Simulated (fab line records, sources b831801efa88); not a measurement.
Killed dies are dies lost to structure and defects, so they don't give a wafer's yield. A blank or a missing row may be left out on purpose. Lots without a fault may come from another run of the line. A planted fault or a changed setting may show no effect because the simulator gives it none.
fab line records | flow sky130
record lots=13 wafers=39 last_day=50
route steps=708 shown CONTACT@425 PAD_OPEN@708
lots that met no fault: from a run of the same line without faults
start_h: hours from the record's first day to the start of the lot's first wafer shown | wait_h: hours since the lot's step before | " the same as in the row above | L1.1+2: a row that stands for several wafers | - no value, or no start given | * or withheld: withheld | < > ~ a bound
route shown NAME@n: a module of which the file shows steps, and the number in the route of the first | usual: mean/standard deviation of fault-free wafers | same: alike in all rows | chamber/n: place in a boat | sites: the reading at each site | _std_site: their standard deviation | _edge_site: outer sites' mean less inner sites' | radius_mm: how far each site lies from the wafer's centre | mask NAME#n: copy n | behind: the tool/chamber that last shaped the wafer | hold: why the lot was held/for how many hours/how that ended | device: the transistor (n, p or np) that didn't switch | end of line: the same wafers' tests at the end of the route | a step without rows: its recipe alone | killed: dies lost to structure and defects at the first sort, not the wafer's yield | map: a wafer's dies, x killed, . not, _ none there
set.NAME: the setting as run; set.NAME@STEP: as run at that earlier step | model.NAME: the simulator's own value behind a step, which no gauge read
steps of the route over a sample of lots; a table a step, a row a wafer
services: from which hour (start_h, from the record's first day; less than 0 if before it) a tool's chamber was out of use, for how many hours, and why
## steps
# step SKY_CONTACT_STRIP_19
# recipe chemistry=O2/N2 power_w=1400 pressure_mtorr=1500 platen_temp_c=withheld o2_flow_sccm=3000 n2_flow_sccm=300 overash_fraction=0.5
# usual chamber_pressure_mTorr=1500.0/1.4 drypump_motor_current_A=5.7/0.52 oes_product_au=0.382/0.0045 strip_time_to_endpoint_s=3.651/0.025
# columns lot.wafer tool chamber start_h wait_h chamber_pressure_mTorr drypump_motor_current_A oes_product_au rf_hours_counter_h strip_time_to_endpoint_s
L675.1 plasma_asher-04 1 736.54 - 1500.0 5.4 0.383 86 3.688
L675.4 " 0 " " 1500.7 6.3 0.384 - 3.701
L675.5 " 1 " " 1500.3 5.4 0.382 - 3.654
L676.2 plasma_asher-02 1 752.64 - 1499.2 5.8 0.379 1 3.625
L676.5 " 0 " " 1503.0 6.2 0.380 - 3.638
L676.6 " 1 " " 1500.2 5.8 0.388 - 3.649
L677.1 plasma_asher-04 1 759.43 - 1499.0 5.4 0.381 88 3.646
L677.2 " 0 " " 1501.0 6.3 0.380 88 3.633
L677.3 " 0 " " 1497.6 6.3 0.382 - 3.676
L678.2 plasma_asher-03 0 768.45 - 1500.4 5.8 0.377 65 3.633
L678.5 " 1 " " 1503.0 4.7 0.383 - 3.690
L678.6 " 0 " " 1499.1 5.7 0.379 - 3.653
L679.1 plasma_asher-02 0 771.19 - 1496.7 6.2 0.390 3 3.661
L679.3 " 1 " " 1501.2 5.8 0.388 - 3.671
L679.6 " 1 " " 1499.1 5.8 0.378 - 3.669
L680.3 plasma_asher-02 0 788.22 - 1496.3 6.2 0.393 - 3.635
L680.5 " 1 " " 1498.9 5.8 0.379 - 3.650
L680.6 " 0 " " 1498.4 6.2 0.385 - 3.627
L681.1 plasma_asher-02 0 797.75 - 1500.9 6.2 0.375 7 3.648
L681.2 " 1 " " 1501.5 5.8 0.388 7 3.649
L681.5 " 1 " " 1501.0 5.8 0.379 - 3.665
L683.1 plasma_asher-02 1 808.18 - 1501.1 5.8 0.385 8 3.631
L683.4 " 0 " " 1500.9 6.2 0.377 - 3.665
L683.6 " 1 " " 1500.9 5.8 0.389 - 3.665
L690.1 plasma_asher-02 1 856.00 - - - - - -
L690.4 " 1 " " - - - - -
L690.5 " 0 " " - - - - -
L691.1 plasma_asher-03 1 859.45 - - - - - -
L691.2 " 0 " " - - - - -
L691.4 " 0 " " - - - - -
L695.1 plasma_asher-03 1 889.00 - 1498.6 4.6 0.385 78 3.609
L695.4 " 1 " " 1502.1 4.6 0.385 - 3.656
L695.5 " 1 " " 1501.7 4.6 0.383 - 3.605
L696.2 plasma_asher-03 1 898.84 - 1500.2 4.7 0.385 79 3.656
L696.3 " 1 " " 1502.6 4.6 0.384 - 3.642
L696.4 " 0 " " 1500.2 5.7 0.378 - 3.650
L697.1 plasma_asher-04 0 899.99 - 1501.5 6.3 0.388 99 3.684
L697.3 " 0 " " 1500.4 6.3 0.377 - 3.656
L697.4 " 1 " " 1502.1 5.4 0.383 - 3.655
# step SKY_CONTACT_SPUTTER_23
# recipe material=TiN target_thk_nm=20 chamber_pressure_pa=5 power_w=4000 time_s=80
# usual throttle_valve_pct=29.5/0.86
# columns lot.wafer tool chamber start_h wait_h throttle_valve_pct
L675.1 pvd_sputter-04 - 737.14 0.0 30.6
L675.4 " - " " 29.2
L675.5 " - " " 30.6
L676.2 pvd_sputter-01 - 753.23 0.0 29.4
L676.5 " - " " 29.3
L676.6 " - " " 29.6
L677.1 pvd_sputter-03 - 760.03 0.0 28.9
L677.2 " - " " 28.8
L677.3 " - " " 29.7
L678.2 pvd_sputter-03 - 769.04 0.0 29.6
L678.5 " - " " 28.6
L678.6 " - " " 28.9
L679.1 pvd_sputter-03 - 771.78 0.0 29.7
L679.3 " - " " 28.8
L679.6 " - " " 28.7
L680.3 pvd_sputter-03 - 788.78 0.0 29.7
L680.5 " - " " 29.8
L680.6 " - " " 28.8
L681.1 pvd_sputter-04 - 798.34 0.0 29.4
L681.2 " - " " 29.9
L681.5 " - " " 30.0
L683.1 pvd_sputter-03 - 808.78 0.0 29.8
L683.4 " - " " 29.3
L683.6 " - " " 29.8
L690.1 pvd_sputter-03 - 856.59 0.0 29.9
L690.4 " - " " 28.8
L690.5 " - " " 28.9
L691.1 pvd_sputter-03 - 860.04 0.0 28.8
L691.2 " - " " 29.8
L691.4 " - " " 29.1
L695.1 pvd_sputter-03 - 889.66 0.0 28.8
L695.4 " - " " 29.0
L695.5 " - " " 29.5
L696.2 pvd_sputter-04 - 899.43 0.0 29.2
L696.3 " - " " 29.8
L696.4 " - " " 29.2
L697.1 pvd_sputter-03 - 900.61 0.0 29.5
L697.3 " - " " 28.8
L697.4 " - " " 29.7
# step SKY_CONTACT_CMP_27
# recipe stop_on=SiO2 t_overpolish_s=15 down_force_psi=3.5 platen_rpm=60 target_thk_nm=0 pad_velocity_m_s=0.94248
# usual motor_current_A=10.4/0.95 overpolish_run_s=15.000/0.01 time_to_endpoint_s=81.5/2.6
# columns lot.wafer tool chamber start_h wait_h motor_current_A overpolish_run_s time_to_endpoint_s
L675.1 cmp-01 3 737.54 0.1 11.8 15.004 79.8
L675.4 " 0 " " 11.2 15.012 76.0
L675.5 " 3 " " 11.2 15.000 76.7
L676.2 cmp-01 0 753.73 0.2 11.2 15.003 76.6
L676.5 " 1 " " 9.1 15.000 82.7
L676.6 " 2 " " 10.0 15.011 78.1
L677.2 cmp-01 3 760.49 0.0 11.7 14.983 80.6
L677.3 " 1 " " 9.3 14.998 83.8
L677.1 " 2 " " 10.1 14.992 77.6
L678.2 cmp-02 3 769.44 0.1 11.5 15.007 78.4
L678.6 " 2 " " 9.8 14.988 81.0
L678.5 " 3 " " 11.0 15.000 77.9
L679.3 cmp-02 2 772.13 0.0 8.9 14.985 84.1
L679.1 " 3 " " 11.0 15.007 86.0
L679.6 " 2 " " 9.3 15.018 85.4
L680.3 cmp-02 1 789.28 0.2 10.6 15.004 80.0
L680.6 " 2 " " 8.8 14.991 80.9
L680.5 " 3 " " 11.4 14.998 78.9
L681.1 cmp-02 1 798.69 0.1 10.4 15.032 79.4
L681.2 " 0 " " 10.9 15.002 82.0
L681.5 " 2 " " 8.5 15.003 81.4
L683.4 cmp-02 1 809.13 0.0 10.6 15.004 84.7
L683.1 " 3 " " 11.1 15.013 82.6
L683.6 " 2 " " 9.3 14.996 84.2
L690.4 cmp-01 0 856.99 0.1 12.4 14.980 77.5
L690.1 " 2 " " 10.4 15.022 80.2
L690.5 " 0 " " 11.8 14.990 77.4
L691.2 cmp-02 0 860.44 0.1 10.4 15.009 81.7
L691.4 " 1 " " 9.8 15.004 82.8
L691.1 " 2 " " 9.3 14.995 84.5
L695.1 cmp-01 3 890.01 0.1 11.5 14.997 83.3
L695.4 " 2 " " 10.0 15.018 77.0
L695.5 " 0 " " 11.7 14.995 81.1
L696.4 cmp-02 0 899.83 0.1 10.5 14.992 82.1
L696.2 " 1 " " 10.8 14.995 79.7
L696.3 " 2 " " 9.1 15.011 81.4
L697.4 cmp-02 2 900.96 0.0 9.4 14.985 84.8
L697.3 " 0 " " 10.5 15.000 81.1
L697.1 " 1 " " 10.5 15.005 80.7
# step SKY_PAD_OPEN_PROBE_99
# usual killed_at_M0_to_M3=43/6.9 killed_at_M4_up=3.2/2 killed_at_contacts=25/5.1 killed_at_front_end=15/4.5 killed_at_other=0.2/0.51 killed_dies=85/9.5 killed_on_rim=16/3.7 killed_open=48/6.9 killed_short=38/6.7
# same gross_dies=492 killed_at_back_side=0
# columns lot.wafer tool chamber start_h wait_h hold killed_at_M0_to_M3 killed_at_M4_up killed_at_contacts killed_at_front_end killed_at_other killed_dies killed_on_rim killed_open killed_short
L675.1 prober-01 - 1075.93 0.1 - 51 4 25 13 0 93 19 57 36
L675.4 prober-01 - 1076.08 0.2 - 44 5 26 15 0 90 17 47 43
L675.5 prober-01 - 1076.13 0.2 - 58 3 20 14 0 95 16 57 38
L676.2 prober-02 - 1087.87 0.1 - 44 6 20 16 0 86 16 48 38
L676.5 prober-02 - 1088.02 0.2 - 38 2 24 18 0 82 14 46 36
L676.6 prober-02 - 1088.07 0.2 - 34 1 21 23 1 80 14 45 35
L677.1 prober-01 - 1093.95 0.1 - 39 6 21 7 0 73 14 41 32
L677.2 prober-01 - 1094.00 0.1 - 41 3 31 25 0 100 25 50 50
L677.3 prober-01 - 1094.05 0.2 - 31 3 31 17 0 82 15 49 33
L678.2 prober-02 - 1100.33 0.1 - 41 4 36 11 0 92 17 49 43
L678.5 prober-02 - 1100.48 0.2 - 44 4 24 10 0 82 15 50 32
L678.6 prober-02 - 1100.53 0.2 - 43 2 25 13 0 83 19 49 34
L679.1 prober-01 - 1101.39 0.1 - 45 3 28 12 0 88 15 63 25
L679.3 prober-01 - 1101.49 0.2 - 37 4 26 17 0 84 15 55 29
L679.6 prober-01 - 1101.64 0.2 - 38 1 29 21 0 89 17 50 39
L680.3 prober-02 - 1117.76 0.2 - 48 5 19 17 1 90 15 48 42
L680.5 prober-02 - 1117.86 0.2 - 38 3 30 12 0 83 12 43 40
L680.6 prober-02 - 1117.91 0.2 - 56 2 23 5 0 86 16 48 38
L681.1 prober-01 - 1123.01 0.1 - 46 1 23 15 0 85 17 49 36
L681.2 prober-01 - 1123.06 0.1 - 40 3 28 15 0 86 22 44 42
L681.5 prober-01 - 1123.21 0.2 - 27 4 17 12 0 60 17 34 26
L683.1 prober-01 - 1129.66 0.1 - 41 2 21 12 0 76 13 44 32
L683.4 prober-01 - 1129.81 0.2 - 46 2 26 11 0 85 10 51 34
L683.6 prober-01 - 1129.91 0.2 - 35 1 26 12 0 74 15 40 34
L690.1 prober-02 - 1165.47 0.1 await_dispo/6.9h/scrap 41 4 435 12 0 492 96 50 37
L690.4 prober-02 - 1165.62 0.2 await_dispo/6.9h/scrap 39 2 428 23 0 492 96 40 40
L690.5 prober-02 - 1165.67 0.2 await_dispo/6.9h/scrap 59 2 411 20 0 492 96 60 51
L691.1 prober-01 - 1166.97 0.1 await_dispo/1.3h/scrap 43 5 429 15 0 492 96 40 47
L691.2 prober-01 - 1167.02 0.1 await_dispo/1.3h/scrap 39 2 430 19 2 492 96 55 36
L691.4 prober-01 - 1167.12 0.2 await_dispo/1.3h/scrap 48 4 429 11 0 492 96 54 31
L695.1 prober-01 - 1187.28 0.1 - 28 4 35 13 1 81 17 40 41
L695.4 prober-01 - 1187.43 0.2 - 44 1 30 20 0 95 17 59 36
L695.5 prober-01 - 1187.48 0.2 - 32 2 17 16 0 67 15 39 28
L696.2 prober-02 - 1192.85 0.1 - 55 7 27 16 1 106 13 54 52
L696.3 prober-02 - 1192.90 0.2 - 36 2 31 18 0 87 17 43 44
L696.4 prober-02 - 1192.95 0.2 - 46 1 30 11 0 88 21 54 34
L697.1 prober-01 - 1194.58 0.1 - 24 2 29 15 0 70 13 39 31
L697.3 prober-01 - 1194.68 0.2 - 39 2 33 12 0 86 14 49 37
L697.4 prober-01 - 1194.73 0.2 - 36 3 18 16 0 73 18 44 29
# killed by level:class
L675.1 VIA1:geometric_particle:open=12 CONTACT:geometric_particle:open=12 VIA2:geometric_particle:open=9 VIA1:geometric_particle:short=8 METAL2:geometric_particle:short=6 LI_CONTACT:geometric_particle:open=6 METAL1:geometric_particle:short=6 POLY_GATE:geometric_particle:open=4
L675.4 VIA1:geometric_particle:open=10 VIA3:geometric_particle:open=9 CONTACT:geometric_particle:open=7 CONTACT:geometric_particle:short=6 VIA3:geometric_particle:short=6 VIA1:geometric_particle:short=5 VIA2:geometric_particle:open=5 POLY_GATE:geometric_particle:open=4
L675.5 VIA1:geometric_particle:open=14 VIA3:geometric_particle:open=13 VIA2:geometric_particle:open=9 CONTACT:geometric_particle:open=7 POLY_GATE:geometric_particle:short=6 LI_CONTACT:geometric_particle:open=5 METAL1:geometric_particle:short=5 CONTACT:geometric_particle:short=4
L676.2 VIA1:geometric_particle:open=12 VIA3:geometric_particle:open=8 LI_CONTACT:geometric_particle:open=6 CONTACT:geometric_particle:short=6 VIA1:geometric_particle:short=5 VIA2:geometric_particle:open=5 FIELD_ISO:geometric_particle:open=4 POLY_GATE:geometric_particle:short=4
L676.5 CONTACT:geometric_particle:open=11 FIELD_ISO:geometric_particle:open=7 VIA1:geometric_particle:open=6 VIA2:geometric_particle:open=6 VIA3:geometric_particle:open=6 CONTACT:geometric_particle:short=5 POLY_GATE:geometric_particle:short=4 METAL1:geometric_particle:short=4
L676.6 CONTACT:geometric_particle:open=8 POLY_GATE:geometric_particle:short=7 VIA2:geometric_particle:open=7 FIELD_ISO:geometric_particle:open=6 CONTACT:geometric_particle:short=6 VIA3:geometric_particle:open=6 VIA1:geometric_particle:open=5 LI_CONTACT:geometric_particle:open=4
L677.1 VIA1:geometric_particle:open=12 CONTACT:geometric_particle:open=6 LI_CONTACT:geometric_particle:open=5 VIA2:geometric_particle:open=5 METAL4:geometric_particle:short=5 LOCAL_INTERCONNECT:geometric_particle:short=4 CONTACT:geometric_particle:short=4 METAL1:geometric_particle:short=4
L677.2 CONTACT:geometric_particle:open=12 METAL2:geometric_particle:short=9 POLY_GATE:geometric_particle:open=8 METAL1:geometric_particle:short=7 POLY_GATE:geometric_particle:short=7 VIA3:geometric_particle:open=6 VIA1:geometric_particle:open=6 FIELD_ISO:geometric_particle:short=5
L677.3 CONTACT:geometric_particle:open=13 LI_CONTACT:geometric_particle:open=8 VIA3:geometric_particle:open=8 FIELD_ISO:geometric_particle:open=5 METAL1:geometric_particle:short=5 VIA1:geometric_particle:open=5 FIELD_ISO:geometric_particle:short=4 POLY_GATE:geometric_particle:short=4
L678.2 CONTACT:geometric_particle:open=11 CONTACT:geometric_particle:short=9 VIA3:geometric_particle:open=8 VIA2:geometric_particle:open=7 LI_CONTACT:geometric_particle:open=6 METAL1:geometric_particle:short=6 FIELD_ISO:geometric_particle:open=4 LI_CONTACT:geometric_particle:short=4
L678.5 VIA1:geometric_particle:open=13 VIA3:geometric_particle:open=9 CONTACT:geometric_particle:open=8 LI_CONTACT:geometric_particle:open=6 LOCAL_INTERCONNECT:geometric_particle:short=5 METAL2:geometric_particle:short=4 VIA1:geometric_particle:short=4 VIA2:geometric_particle:open=4
L678.6 VIA1:geometric_particle:open=8 VIA3:geometric_particle:open=8 CONTACT:geometric_particle:open=7 LI_CONTACT:geometric_particle:open=6 CONTACT:geometric_particle:short=6 METAL2:geometric_particle:open=5 FIELD_ISO:geometric_particle:short=4 METAL1:geometric_particle:short=4
L679.1 VIA1:geometric_particle:open=17 LI_CONTACT:geometric_particle:open=10 CONTACT:geometric_particle:open=10 VIA2:geometric_particle:open=9 VIA3:geometric_particle:open=7 POLY_GATE:geometric_particle:short=4 LOCAL_INTERCONNECT:geometric_particle:short=4 VIA1:geometric_particle:short=4
L679.3 CONTACT:geometric_particle:open=10 VIA1:geometric_particle:open=10 VIA2:geometric_particle:open=10 POLY_GATE:geometric_particle:short=6 LI_CONTACT:geometric_particle:open=6 VIA3:geometric_particle:open=6 METAL1:geometric_particle:short=5 FIELD_ISO:geometric_particle:open=4
L679.6 CONTACT:geometric_particle:open=12 VIA1:geometric_particle:open=9 LI_CONTACT:geometric_particle:open=7 FIELD_ISO:geometric_particle:short=5 POLY_GATE:geometric_particle:open=5 LOCAL_INTERCONNECT:geometric_particle:short=5 VIA1:geometric_particle:short=5 METAL1:geometric_particle:short=4
L680.3 VIA1:geometric_particle:open=10 CONTACT:geometric_particle:open=9 FIELD_ISO:geometric_particle:short=7 VIA2:geometric_particle:open=7 LI_CONTACT:geometric_particle:open=6 METAL1:geometric_particle:short=6 VIA2:geometric_particle:short=6 POLY_GATE:geometric_particle:open=4
L680.5 CONTACT:geometric_particle:open=9 METAL2:geometric_particle:short=7 LI_CONTACT:geometric_particle:short=6 VIA1:geometric_particle:open=6 FIELD_ISO:geometric_particle:open=5 LI_CONTACT:geometric_particle:open=5 CONTACT:geometric_particle:short=5 VIA3:geometric_particle:open=5
L680.6 VIA1:geometric_particle:open=14 METAL1:geometric_particle:short=12 CONTACT:geometric_particle:open=11 VIA2:geometric_particle:open=7 VIA3:geometric_particle:open=5 METAL2:geometric_particle:short=5 LI_CONTACT:geometric_particle:short=4 VIA3:geometric_particle:short=4
L681.1 VIA1:geometric_particle:open=19 CONTACT:geometric_particle:open=7 LI_CONTACT:geometric_particle:short=6 LI_CONTACT:geometric_particle:open=6 FIELD_ISO:geometric_particle:short=5 VIA3:geometric_particle:open=5 METAL1:geometric_particle:short=3 VIA1:geometric_particle:short=3
L681.2 CONTACT:geometric_particle:open=10 VIA1:geometric_particle:open=10 FIELD_ISO:geometric_particle:short=6 LI_CONTACT:geometric_particle:open=6 METAL2:geometric_particle:short=6 CONTACT:geometric_particle:short=5 VIA3:geometric_particle:open=5 FIELD_ISO:geometric_particle:open=4
L681.5 CONTACT:geometric_particle:open=6 VIA1:geometric_particle:open=6 LI_CONTACT:geometric_particle:open=5 VIA2:geometric_particle:open=4 METAL1:geometric_particle:short=3 LI_CONTACT:geometric_particle:short=3 METAL4:geometric_particle:short=3 VIA1:geometric_particle:short=3
L683.1 CONTACT:geometric_particle:open=13 VIA1:geometric_particle:open=10 METAL2:geometric_particle:short=7 VIA1:geometric_particle:short=6 METAL1:geometric_particle:short=6 VIA2:geometric_particle:open=6 FIELD_ISO:geometric_particle:open=3 LI_CONTACT:geometric_particle:open=3
L683.4 VIA1:geometric_particle:open=11 CONTACT:geometric_particle:open=10 VIA3:geometric_particle:open=8 LI_CONTACT:geometric_particle:open=7 METAL2:geometric_particle:short=6 VIA2:geometric_particle:open=5 POLY_GATE:geometric_particle:short=4 VIA1:geometric_particle:short=4
L683.6 VIA1:geometric_particle:open=14 CONTACT:geometric_particle:open=9 LOCAL_INTERCONNECT:geometric_particle:short=8 CONTACT:geometric_particle:short=5 VIA1:geometric_particle:short=5 POLY_GATE:geometric_particle:open=4 FIELD_ISO:geometric_particle:open=3 VIA2:geometric_particle:open=3
L690.1 CONTACT:area_sputter=405 VIA1:geometric_particle:open=13 CONTACT:geometric_particle:open=11 VIA3:geometric_particle:open=7 LI_CONTACT:geometric_particle:open=6 CONTACT:geometric_particle:short=6 METAL1:geometric_particle:short=6 FIELD_ISO:geometric_particle:short=5
L690.4 CONTACT:area_sputter=412 FIELD_ISO:geometric_particle:short=8 CONTACT:geometric_particle:open=8 FIELD_ISO:geometric_particle:open=6 VIA1:geometric_particle:short=6 METAL1:geometric_particle:short=6 VIA1:geometric_particle:open=6 VIA2:geometric_particle:open=5
L690.5 CONTACT:area_sputter=381 CONTACT:geometric_particle:open=13 VIA3:geometric_particle:open=10 VIA1:geometric_particle:open=10 VIA1:geometric_particle:short=7 METAL1:geometric_particle:short=6 CONTACT:geometric_particle:short=6 VIA3:geometric_particle:short=6
L691.1 CONTACT:area_sputter=405 VIA1:geometric_particle:open=11 VIA1:geometric_particle:short=10 CONTACT:geometric_particle:short=7 CONTACT:geometric_particle:open=6 METAL2:geometric_particle:short=6 LI_CONTACT:geometric_particle:short=4 LI_CONTACT:geometric_particle:open=4
L691.2 CONTACT:area_sputter=401 CONTACT:geometric_particle:open=15 VIA1:geometric_particle:open=12 METAL1:geometric_particle:short=8 VIA2:geometric_particle:open=7 FIELD_ISO:geometric_particle:short=6 LI_CONTACT:geometric_particle:open=6 POLY_GATE:geometric_particle:short=4
L691.4 CONTACT:area_sputter=407 VIA1:geometric_particle:open=19 CONTACT:geometric_particle:open=11 VIA2:geometric_particle:open=5 VIA3:geometric_particle:open=4 POLY_GATE:geometric_particle:open=4 LI_CONTACT:geometric_particle:open=4 LOCAL_INTERCONNECT:geometric_particle:short=4
L695.1 CONTACT:geometric_particle:short=11 LI_CONTACT:geometric_particle:open=9 CONTACT:geometric_particle:open=9 VIA1:geometric_particle:open=8 VIA3:geometric_particle:open=5 SPACER:geometric_particle:short=4 VIA1:geometric_particle:short=4 LI_CONTACT:geometric_particle:short=3
L695.4 FIELD_ISO:geometric_particle:open=9 LI_CONTACT:geometric_particle:open=9 CONTACT:geometric_particle:open=9 VIA3:geometric_particle:open=8 VIA1:geometric_particle:open=8 VIA2:geometric_particle:open=7 LI_CONTACT:geometric_particle:short=6 CONTACT:geometric_particle:short=5
L695.5 VIA1:geometric_particle:open=8 CONTACT:geometric_particle:open=6 VIA2:geometric_particle:open=5 METAL2:geometric_particle:short=5 VIA3:geometric_particle:open=5 LI_CONTACT:geometric_particle:open=4 FIELD_ISO:geometric_particle:open=4 POLY_GATE:geometric_particle:open=3
L696.2 VIA1:geometric_particle:open=14 VIA1:geometric_particle:short=8 VIA3:geometric_particle:open=8 LI_CONTACT:geometric_particle:open=7 CONTACT:geometric_particle:open=6 CONTACT:geometric_particle:short=6 METAL4:geometric_particle:short=6 FIELD_ISO:geometric_particle:short=5
L696.3 VIA1:geometric_particle:open=9 LI_CONTACT:geometric_particle:open=8 FIELD_ISO:geometric_particle:short=7 VIA3:geometric_particle:open=6 LOCAL_INTERCONNECT:geometric_particle:short=6 CONTACT:geometric_particle:open=6 POLY_GATE:geometric_particle:short=5 LI_CONTACT:geometric_particle:short=5
L696.4 VIA3:geometric_particle:open=13 CONTACT:geometric_particle:open=10 LI_CONTACT:geometric_particle:open=8 VIA1:geometric_particle:open=8 VIA2:geometric_particle:open=5 VIA1:geometric_particle:short=5 LI_CONTACT:geometric_particle:short=4 LOCAL_INTERCONNECT:geometric_particle:short=4
L697.1 CONTACT:geometric_particle:open=13 VIA1:geometric_particle:open=7 LI_CONTACT:geometric_particle:open=5 POLY_GATE:geometric_particle:open=4 LI_CONTACT:geometric_particle:short=4 LOCAL_INTERCONNECT:geometric_particle:short=4 POLY_GATE:geometric_particle:short=3 METAL1:geometric_particle:short=3
L697.3 VIA1:geometric_particle:open=11 CONTACT:geometric_particle:open=10 LI_CONTACT:geometric_particle:open=8 CONTACT:geometric_particle:short=7 VIA3:geometric_particle:open=6 POLY_GATE:geometric_particle:open=5 LOCAL_INTERCONNECT:geometric_particle:short=5 VIA1:geometric_particle:short=5
L697.4 CONTACT:geometric_particle:open=11 VIA3:geometric_particle:open=9 METAL1:geometric_particle:short=7 FIELD_ISO:geometric_particle:short=5 VIA1:geometric_particle:open=5 METAL2:geometric_particle:short=4 VIA2:geometric_particle:open=4 METAL3:geometric_particle:short=4
## services
# columns tool chamber start_h hours kind
plasma_asher-04 - 719.60 3.7 repair
plasma_asher-02 - 733.75 9.0 pm
plasma_asher-02 0 733.75 9.0 vent_cycle
plasma_asher-02 1 733.75 9.0 vent_cycle
plasma_asher-02 0 742.75 - clean
cmp-02 - 744.07 4.0 pm
cmp-02 - 748.07 - consumable_replace:conditioner
cmp-02 - 748.07 - consumable_replace:pad
cmp-02 - 749.43 6.3 pm
cmp-02 - 779.88 1.1 repair
plasma_asher-03 - 790.26 19.0 repair
plasma_asher-02 - 799.38 1.9 repair
pvd_sputter-03 0 812.34 - consumable_replace:kit
pvd_sputter-03 0 812.34 18.0 scheduled_down
pvd_sputter-03 0 812.34 18.0 vent_cycle
cmp-01 - 814.12 0.2 repair
plasma_asher-04 - 819.50 62.9 repair
pvd_sputter-03 - 822.34 6.6 repair
cmp-02 - 839.24 5.7 repair
cmp-01 - 839.24 0.8 repair
cmp-01 - 848.31 5.1 repair
plasma_asher-02 - 849.75 0.4 repair
cmp-02 - 853.48 6.2 pm
plasma_asher-02 - 888.90 4.2 repair
## key
first_sign step=SKY_CONTACT_STRIP_19 reading=tool_record direction=missing
effect step=SKY_PAD_OPEN_PROBE_99 reading=killed_at_contacts direction=up sigmas=79 usual=25 struck=427
more_kills_born_at SKY_CONTACT_SPUTTER_23@pvd_sputter-03=2411
met_at SKY_CONTACT_STRIP_19
struck_lots L690,L691
later_rows_left_out L690.1,L690.4,L690.5,L691.1,L691.2,L691.4
tester_left_out L690,L691
not_acting_at SKY_CONTACT_SPUTTER_23,SKY_CONTACT_CMP_27
onset_between 808.18 856.00
fault kind=skipped_step_whole tool=plasma_asher-02,plasma_asher-03 chamber=- onset_h=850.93 steps=SKY_CONTACT_STRIP_19 scope=struck_lots_only
# tester_left_out: of these lots the tester's yield and bins aren't shown, on N5 and GAA mostly nor the transistor test; their killed dies are dies lost to structure and defects alone, not to doping, threshold or leakage, so they don't give the yield
# later_rows_left_out: the simulator's readings of these wafers behind a module that went badly wrong aren't trusted and aren't shown, but for the sort
